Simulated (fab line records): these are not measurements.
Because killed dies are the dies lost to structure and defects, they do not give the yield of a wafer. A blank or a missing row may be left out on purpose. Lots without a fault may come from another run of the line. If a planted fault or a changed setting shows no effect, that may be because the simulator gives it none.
fab line records / flow gf180mcu / part 2 of 2: steps 31 to 41 of 41
record lots=5 wafers=15 last_day=34
route steps=602 shown MIM@520 M5@526 V5@540
lots that met no fault: from a run of the same line without faults
start_h: start of the lot's first displayed wafer, in hours after the record's first day / wait_h: hours since the lot's step before / " identical to the entry in the row above / L1.1+2: a row that stands for several wafers / - no value, or no start was given / * or withheld: withheld / < > ~ a bound
route shown NAME@n: NAME is a module with steps in the file, n the number in the route of the first one / usual: mean/standard deviation taken from wafers without a fault / same: alike in all rows / chamber/n: place in a boat / sites: the reading at each site / _std_site: the values' standard deviation / _edge_site: outer sites' mean less inner sites' / radius_mm: how far each site lies from the wafer's centre / mask NAME#n: copy n / behind: the tool/chamber that last shaped the wafer / hold: why the lot was held/for how many hours/how that ended / device: which transistor (n, p or np) failed to switch / end of line: at the end of the route, the tests of the same wafers / a step without rows: its recipe alone / killed: dies that structure and defects cost at the first sort, which is not the same as the wafer's yield / map: per-die view of a wafer (x killed, . not killed, _ where there is no die)
set.NAME: the setting as run; set.NAME@STEP: as run at that earlier step / model.NAME: the simulator's own value behind a step, which no gauge read
certain route steps with their lots: each step a table, each wafer a row
services: the hour from which a tool's chamber was out of use, counted from the record's first day as start_h (under 0 if before that day), plus the number of hours and why
## steps
# step GF_V5_SOFTBAKE_10
# recipe temp_c=130 time_s=60 resist=KrF
lot.wafer=L076.1+3+6 tool=litho_track-04 chamber=0 start_h=- wait_h=-
lot.wafer=L078.1+2+4 tool=litho_track-02 chamber=0 start_h=- wait_h=-
lot.wafer=L085.2+3+5 tool=litho_track-02 chamber=0 start_h=- wait_h=-
lot.wafer=L087.1+5+6 tool=litho_track-02 chamber=0 start_h=- wait_h=-
lot.wafer=L097.2+5+6 tool=litho_track-01 chamber=0 start_h=- wait_h=-
# step GF_V5_EXPOSE_11
# recipe mask_id=Via5 target_cd_nm=260 na=0.68 source_shape=conventional sigma_outer=0.6 dose_mj=38
lot.wafer=L076.1+3+6 tool=krf_scanner-02 chamber=0 start_h=- wait_h=- mask=Via5#0
lot.wafer=L078.1+2+4 tool=krf_scanner-01 chamber=0 start_h=- wait_h=- mask=Via5#0
lot.wafer=L085.2+3+5 tool=krf_scanner-01 chamber=0 start_h=- wait_h=- mask=Via5#0
lot.wafer=L087.1+5+6 tool=krf_scanner-02 chamber=0 start_h=- wait_h=- mask=Via5#0
lot.wafer=L097.2+5+6 tool=krf_scanner-01 chamber=0 start_h=- wait_h=- mask=Via5#0
# step GF_V5_PEB_12
# recipe peb_temp_c=135 peb_time_s=90 resist=KrF
# same peb_time_s=90
lot.wafer=L076.1+3+6 tool=litho_track-04 chamber=0 start_h=- wait_h=-
lot.wafer=L078.1+2+4 tool=litho_track-02 chamber=0 start_h=- wait_h=-
lot.wafer=L085.2+3+5 tool=litho_track-02 chamber=0 start_h=- wait_h=-
lot.wafer=L087.1+5+6 tool=litho_track-04 chamber=0 start_h=- wait_h=-
lot.wafer=L097.2+5+6 tool=litho_track-04 chamber=0 start_h=- wait_h=-
# step GF_V5_DEVELOP_13
# recipe develop_time_s=60 resist=KrF dev_temp_c=21
lot.wafer=L076.1+3+6 tool=litho_track-04 chamber=0 start_h=658.75 wait_h=0.2
lot.wafer=L078.1+2+4 tool=litho_track-02 chamber=0 start_h=660.05 wait_h=0.2
lot.wafer=L085.2+3+5 tool=litho_track-02 chamber=0 start_h=711.12 wait_h=0.2
lot.wafer=L087.1+5+6 tool=litho_track-04 chamber=0 start_h=724.40 wait_h=0.2
lot.wafer=L097.2+5+6 tool=litho_track-04 chamber=0 start_h=780.83 wait_h=0.2
# step GF_V5_CD_MEAS_14
# recipe target_cd_nm=260
# usual cd_nm=260.0/1.4
lot.wafer=L076.1 tool=cd_sem-02 chamber=- start_h=658.90 wait_h=0.1 cd_nm=260.9
lot.wafer=L076.3 tool=cd_sem-02 chamber=- start_h=658.90 wait_h=0.1 cd_nm=261.5
lot.wafer=L076.6 tool=cd_sem-02 chamber=- start_h=658.90 wait_h=0.1 cd_nm=261.9
lot.wafer=L078.1 tool=cd_sem-02 chamber=- start_h=660.20 wait_h=0.1 cd_nm=256.3
lot.wafer=L078.2 tool=cd_sem-02 chamber=- start_h=660.20 wait_h=0.1 cd_nm=257.1
lot.wafer=L078.4 tool=cd_sem-02 chamber=- start_h=660.20 wait_h=0.1 cd_nm=257.9
lot.wafer=L085.2 tool=cd_sem-02 chamber=- start_h=711.27 wait_h=0.1 cd_nm=260.7
lot.wafer=L085.3 tool=cd_sem-02 chamber=- start_h=711.27 wait_h=0.1 cd_nm=259.6
lot.wafer=L085.5 tool=cd_sem-02 chamber=- start_h=711.27 wait_h=0.1 cd_nm=259.6
lot.wafer=L087.1 tool=cd_sem-02 chamber=- start_h=724.55 wait_h=0.1 cd_nm=260.5
lot.wafer=L087.5 tool=cd_sem-02 chamber=- start_h=724.55 wait_h=0.1 cd_nm=260.5
lot.wafer=L087.6 tool=cd_sem-02 chamber=- start_h=724.55 wait_h=0.1 cd_nm=260.1
lot.wafer=L097.2 tool=cd_sem-02 chamber=- start_h=780.97 wait_h=0.1 cd_nm=259.9
lot.wafer=L097.5 tool=cd_sem-02 chamber=- start_h=780.97 wait_h=0.1 cd_nm=262.2
lot.wafer=L097.6 tool=cd_sem-02 chamber=- start_h=780.97 wait_h=0.1 cd_nm=262.7
# step GF_V5_OVL_MEAS_15
# usual V5_OVL=0/5.3
lot.wafer=L076.1 tool=overlay-01 chamber=- start_h=659.02 wait_h=0.1 V5_OVL[nm]=7
lot.wafer=L076.3 tool=overlay-01 chamber=- start_h=659.02 wait_h=0.1 V5_OVL[nm]=6
lot.wafer=L076.6 tool=overlay-01 chamber=- start_h=659.02 wait_h=0.1 V5_OVL[nm]=8
lot.wafer=L078.1 tool=overlay-02 chamber=- start_h=660.32 wait_h=0.1 V5_OVL[nm]=-2
lot.wafer=L078.2 tool=overlay-02 chamber=- start_h=660.32 wait_h=0.1 V5_OVL[nm]=-11
lot.wafer=L078.4 tool=overlay-02 chamber=- start_h=660.32 wait_h=0.1 V5_OVL[nm]=-8
lot.wafer=L085.2 tool=overlay-01 chamber=- start_h=711.37 wait_h=0.1 V5_OVL[nm]=4
lot.wafer=L085.3 tool=overlay-01 chamber=- start_h=711.37 wait_h=0.1 V5_OVL[nm]=2
lot.wafer=L085.5 tool=overlay-01 chamber=- start_h=711.37 wait_h=0.1 V5_OVL[nm]=-5
lot.wafer=L087.1 tool=overlay-01 chamber=- start_h=724.67 wait_h=0.1 V5_OVL[nm]=5
lot.wafer=L087.5 tool=overlay-01 chamber=- start_h=724.67 wait_h=0.1 V5_OVL[nm]=8
lot.wafer=L087.6 tool=overlay-01 chamber=- start_h=724.67 wait_h=0.1 V5_OVL[nm]=9
lot.wafer=L097.2 tool=overlay-01 chamber=- start_h=781.08 wait_h=0.1 V5_OVL[nm]=-8
lot.wafer=L097.5 tool=overlay-01 chamber=- start_h=781.08 wait_h=0.1 V5_OVL[nm]=-5
lot.wafer=L097.6 tool=overlay-01 chamber=- start_h=781.08 wait_h=0.1 V5_OVL[nm]=-4
# step GF_V5_ETCH_16
# recipe chemistry=N2/H2 target_depth_a=withheld overetch_a=withheld time_s=withheld target=BARC ion_energy_ev=200 source_w=500 bias_w=100 pressure_mtorr=30 n2_flow_sccm=100 h2_flow_sccm=200
# usual drypump_motor_current_A=5.8/0.37 oes_product_au=0.854/0.0043 rf_fwd_power_W=494.8/2.2 throttle_valve_pct=13.224/0.009
lot.wafer=L076.1 tool=rie_diel-03 chamber=2 start_h=659.06 wait_h=0.0 drypump_motor_current_A=5.8 oes_product_au=0.855 rf_fwd_power_W=497.6 throttle_valve_pct=13.225
lot.wafer=L076.3 tool=rie_diel-03 chamber=3 start_h=659.06 wait_h=0.0 drypump_motor_current_A=5.4 oes_product_au=0.858 rf_fwd_power_W=495.4 throttle_valve_pct=13.231
lot.wafer=L076.6 tool=rie_diel-03 chamber=1 start_h=659.06 wait_h=0.0 drypump_motor_current_A=5.4 oes_product_au=0.861 rf_fwd_power_W=493.7 throttle_valve_pct=13.222
lot.wafer=L078.1 tool=rie_diel-02 chamber=2 start_h=660.35 wait_h=0.0 drypump_motor_current_A=5.9 oes_product_au=0.858 rf_fwd_power_W=494.5 throttle_valve_pct=13.218
lot.wafer=L078.2 tool=rie_diel-02 chamber=3 start_h=660.35 wait_h=0.0 drypump_motor_current_A=5.3 oes_product_au=0.857 rf_fwd_power_W=492.2 throttle_valve_pct=13.237
lot.wafer=L078.4 tool=rie_diel-02 chamber=1 start_h=660.35 wait_h=0.0 drypump_motor_current_A=5.7 oes_product_au=0.846 rf_fwd_power_W=493.9 throttle_valve_pct=13.249
lot.wafer=L085.2 tool=rie_diel-03 chamber=3 start_h=711.40 wait_h=0.0 drypump_motor_current_A=5.4 oes_product_au=0.855 rf_fwd_power_W=496.9 throttle_valve_pct=13.210
lot.wafer=L085.3 tool=rie_diel-03 chamber=2 start_h=711.40 wait_h=0.0 drypump_motor_current_A=5.8 oes_product_au=0.850 rf_fwd_power_W=494.7 throttle_valve_pct=13.216
lot.wafer=L085.5 tool=rie_diel-03 chamber=2 start_h=711.40 wait_h=0.0 drypump_motor_current_A=5.8 oes_product_au=0.850 rf_fwd_power_W=498.3 throttle_valve_pct=13.203
lot.wafer=L087.1 tool=rie_diel-04 chamber=0 start_h=724.71 wait_h=0.0 drypump_motor_current_A=5.4 oes_product_au=0.855 rf_fwd_power_W=494.1 throttle_valve_pct=13.232
lot.wafer=L087.5 tool=rie_diel-04 chamber=1 start_h=724.71 wait_h=0.0 drypump_motor_current_A=5.7 oes_product_au=0.859 rf_fwd_power_W=495.5 throttle_valve_pct=13.223
lot.wafer=L087.6 tool=rie_diel-04 chamber=2 start_h=724.71 wait_h=0.0 drypump_motor_current_A=6.0 oes_product_au=0.852 rf_fwd_power_W=495.0 throttle_valve_pct=13.226
lot.wafer=L097.2 tool=rie_diel-04 chamber=0 start_h=781.11 wait_h=0.0 drypump_motor_current_A=5.4 oes_product_au=0.851 rf_fwd_power_W=497.8 throttle_valve_pct=13.232
lot.wafer=L097.5 tool=rie_diel-04 chamber=3 start_h=781.11 wait_h=0.0 drypump_motor_current_A=6.6 oes_product_au=0.854 rf_fwd_power_W=493.3 throttle_valve_pct=13.218
lot.wafer=L097.6 tool=rie_diel-04 chamber=0 start_h=781.11 wait_h=0.0 drypump_motor_current_A=5.4 oes_product_au=0.856 rf_fwd_power_W=496.8 throttle_valve_pct=13.241
# step GF_V5_ETCH_17
# recipe chemistry=C4F8/O2/Ar mask_material=KrF target=SiO2 stop_on=TiN source_w=1500 bias_w=1200 pressure_mtorr=40 c4f8_flow_sccm=withheld O2_flow_sccm=6 Ar_flow_sccm=300 time_s=withheld target_depth_a=8550
# usual oes_product_au=0.859/0.0043 rf_fwd_power_W=1494/4.2
lot.wafer=L076.1 tool=rie_diel-03 chamber=2 start_h=- wait_h=- oes_product_au=0.853 rf_fwd_power_W=1492
lot.wafer=L076.3 tool=rie_diel-03 chamber=3 start_h=- wait_h=- oes_product_au=0.864 rf_fwd_power_W=1497
lot.wafer=L076.6 tool=rie_diel-03 chamber=1 start_h=- wait_h=- oes_product_au=0.851 rf_fwd_power_W=1489
lot.wafer=L078.1 tool=rie_diel-02 chamber=2 start_h=- wait_h=- oes_product_au=0.859 rf_fwd_power_W=1488
lot.wafer=L078.2 tool=rie_diel-02 chamber=3 start_h=- wait_h=- oes_product_au=0.858 rf_fwd_power_W=1492
lot.wafer=L078.4 tool=rie_diel-02 chamber=1 start_h=- wait_h=- oes_product_au=0.854 rf_fwd_power_W=1503
lot.wafer=L085.2 tool=rie_diel-03 chamber=3 start_h=- wait_h=- oes_product_au=0.853 rf_fwd_power_W=1495
lot.wafer=L085.3 tool=rie_diel-03 chamber=2 start_h=- wait_h=- oes_product_au=0.857 rf_fwd_power_W=1499
lot.wafer=L085.5 tool=rie_diel-03 chamber=2 start_h=- wait_h=- oes_product_au=0.863 rf_fwd_power_W=1499
lot.wafer=L087.1 tool=rie_diel-04 chamber=0 start_h=- wait_h=- oes_product_au=0.863 rf_fwd_power_W=1493
lot.wafer=L087.5 tool=rie_diel-04 chamber=1 start_h=- wait_h=- oes_product_au=0.855 rf_fwd_power_W=1495
lot.wafer=L087.6 tool=rie_diel-04 chamber=2 start_h=- wait_h=- oes_product_au=0.855 rf_fwd_power_W=1494
lot.wafer=L097.2 tool=rie_diel-04 chamber=0 start_h=- wait_h=- oes_product_au=0.857 rf_fwd_power_W=1497
lot.wafer=L097.5 tool=rie_diel-04 chamber=3 start_h=- wait_h=- oes_product_au=0.851 rf_fwd_power_W=1497
lot.wafer=L097.6 tool=rie_diel-04 chamber=0 start_h=- wait_h=- oes_product_au=0.863 rf_fwd_power_W=1488
# step GF_V5_STRIP_18
# recipe chemistry=O2/N2 power_w=1400 pressure_mtorr=1500 platen_temp_c=250 o2_flow_sccm=3000 n2_flow_sccm=300 overash_fraction=0.5
# usual drypump_motor_current_A=5.6/0.43 heater_power_w=344/23 oes_product_au=0.568/0.0048
lot.wafer=L076.1 tool=plasma_asher-03 chamber=0 start_h=659.21 wait_h=- drypump_motor_current_A=5.8 heater_power_w=344 oes_product_au=0.565 rf_hours_counter_h=55
lot.wafer=L076.3 tool=plasma_asher-03 chamber=1 start_h=659.21 wait_h=- drypump_motor_current_A=5.9 heater_power_w=346 oes_product_au=0.564 rf_hours_counter_h=-
lot.wafer=L076.6 tool=plasma_asher-03 chamber=0 start_h=659.21 wait_h=- drypump_motor_current_A=5.8 heater_power_w=347 oes_product_au=0.573 rf_hours_counter_h=-
lot.wafer=L078.1 tool=plasma_asher-01 chamber=1 start_h=660.51 wait_h=- drypump_motor_current_A=6.1 heater_power_w=345 oes_product_au=0.567 rf_hours_counter_h=100
lot.wafer=L078.2 tool=plasma_asher-01 chamber=0 start_h=660.51 wait_h=- drypump_motor_current_A=5.3 heater_power_w=322 oes_product_au=0.572 rf_hours_counter_h=100
lot.wafer=L078.4 tool=plasma_asher-01 chamber=1 start_h=660.51 wait_h=- drypump_motor_current_A=6.1 heater_power_w=341 oes_product_au=0.557 rf_hours_counter_h=-
lot.wafer=L085.2 tool=plasma_asher-01 chamber=0 start_h=711.56 wait_h=- drypump_motor_current_A=5.3 heater_power_w=318 oes_product_au=0.564 rf_hours_counter_h=105
lot.wafer=L085.3 tool=plasma_asher-01 chamber=0 start_h=711.56 wait_h=- drypump_motor_current_A=5.3 heater_power_w=326 oes_product_au=0.571 rf_hours_counter_h=-
lot.wafer=L085.5 tool=plasma_asher-01 chamber=0 start_h=711.56 wait_h=- drypump_motor_current_A=5.3 heater_power_w=319 oes_product_au=0.559 rf_hours_counter_h=-
lot.wafer=L087.1 tool=plasma_asher-01 chamber=1 start_h=724.86 wait_h=- drypump_motor_current_A=6.1 heater_power_w=345 oes_product_au=0.568 rf_hours_counter_h=107
lot.wafer=L087.5 tool=plasma_asher-01 chamber=1 start_h=724.86 wait_h=- drypump_motor_current_A=6.1 heater_power_w=338 oes_product_au=0.564 rf_hours_counter_h=-
lot.wafer=L087.6 tool=plasma_asher-01 chamber=0 start_h=724.86 wait_h=- drypump_motor_current_A=5.3 heater_power_w=314 oes_product_au=0.564 rf_hours_counter_h=-
lot.wafer=L097.2 tool=plasma_asher-01 chamber=1 start_h=781.26 wait_h=- drypump_motor_current_A=6.1 heater_power_w=347 oes_product_au=0.566 rf_hours_counter_h=4
lot.wafer=L097.5 tool=plasma_asher-01 chamber=0 start_h=781.26 wait_h=- drypump_motor_current_A=5.3 heater_power_w=313 oes_product_au=0.570 rf_hours_counter_h=-
lot.wafer=L097.6 tool=plasma_asher-01 chamber=1 start_h=781.26 wait_h=- drypump_motor_current_A=6.1 heater_power_w=345 oes_product_au=0.565 rf_hours_counter_h=-
# step GF_V5_STRIP_19
# recipe chemistry=post_etch_residue_remover time_s=1200 temp_c=72.5
lot.wafer=L076.1+3+6 tool=wet_bench-03 chamber=3 start_h=659.31 wait_h=0.1
lot.wafer=L078.1+2+4 tool=wet_bench-01 chamber=1 start_h=660.67 wait_h=0.1
lot.wafer=L085.2+3+5 tool=wet_bench-02 chamber=1 start_h=711.66 wait_h=0.1
lot.wafer=L087.1+5+6 tool=wet_bench-02 chamber=1 start_h=724.96 wait_h=0.1
lot.wafer=L097.2+5+6 tool=wet_bench-01 chamber=1 start_h=781.36 wait_h=0.1
# step GF_V5_CLEAN_20
# recipe chemistry=DIW dry=n2_spin
lot.wafer=L076.1+3+6 tool=wet_bench-02 chamber=1 start_h=659.65 wait_h=0.0
lot.wafer=L078.1+2+4 tool=wet_bench-02 chamber=2 start_h=661.01 wait_h=0.0
lot.wafer=L085.2+3+5 tool=wet_bench-03 chamber=1 start_h=712.00 wait_h=0.0
lot.wafer=L087.1+5+6 tool=wet_bench-01 chamber=0 start_h=725.30 wait_h=0.0
lot.wafer=L097.2+5+6 tool=wet_bench-03 chamber=1 start_h=781.77 wait_h=0.0
## services
tool=rie_diel-04 chamber=3 start_h=596.79 hours=1.8 kind=repair
tool=plasma_asher-01 chamber=- start_h=598.84 hours=6.5 kind=repair
tool=plasma_asher-01 chamber=- start_h=612.26 hours=9.2 kind=repair
tool=rie_diel-04 chamber=- start_h=618.78 hours=1.0 kind=repair
tool=rie_diel-04 chamber=1 start_h=625.27 hours=4.2 kind=repair
tool=rie_diel-03 chamber=2 start_h=625.55 hours=7.7 kind=repair
tool=wet_bench-02 chamber=- start_h=629.80 hours=1.6 kind=repair
tool=plasma_asher-01 chamber=- start_h=634.23 hours=0.8 kind=repair
tool=rie_diel-02 chamber=- start_h=640.59 hours=5.5 kind=repair
tool=rie_diel-03 chamber=- start_h=641.10 hours=2.8 kind=pm
tool=rie_diel-02 chamber=3 start_h=653.99 hours=6.2 kind=repair
tool=wet_bench-01 chamber=- start_h=654.85 hours=0.9 kind=repair
tool=krf_scanner-01 chamber=- start_h=656.48 hours=2.6 kind=repair
tool=rie_diel-04 chamber=1 start_h=657.31 hours=7.9 kind=repair
tool=krf_scanner-01 chamber=- start_h=660.04 hours=1.0 kind=pm
tool=rie_diel-04 chamber=1 start_h=673.11 hours=2.7 kind=repair
tool=krf_scanner-01 chamber=- start_h=685.27 hours=0.8 kind=pm
tool=krf_scanner-01 chamber=- start_h=721.68 hours=1.3 kind=pm
tool=rie_diel-02 chamber=3 start_h=727.87 hours=4.0 kind=repair
tool=plasma_asher-01 chamber=- start_h=733.75 hours=9.0 kind=pm
tool=rie_diel-02 chamber=0 start_h=739.45 hours=10.3 kind=repair
tool=krf_scanner-01 chamber=- start_h=741.51 hours=2.6 kind=repair
tool=wet_bench-04 chamber=- start_h=744.94 hours=2.6 kind=repair
tool=krf_scanner-01 chamber=- start_h=751.92 hours=4.0 kind=pm
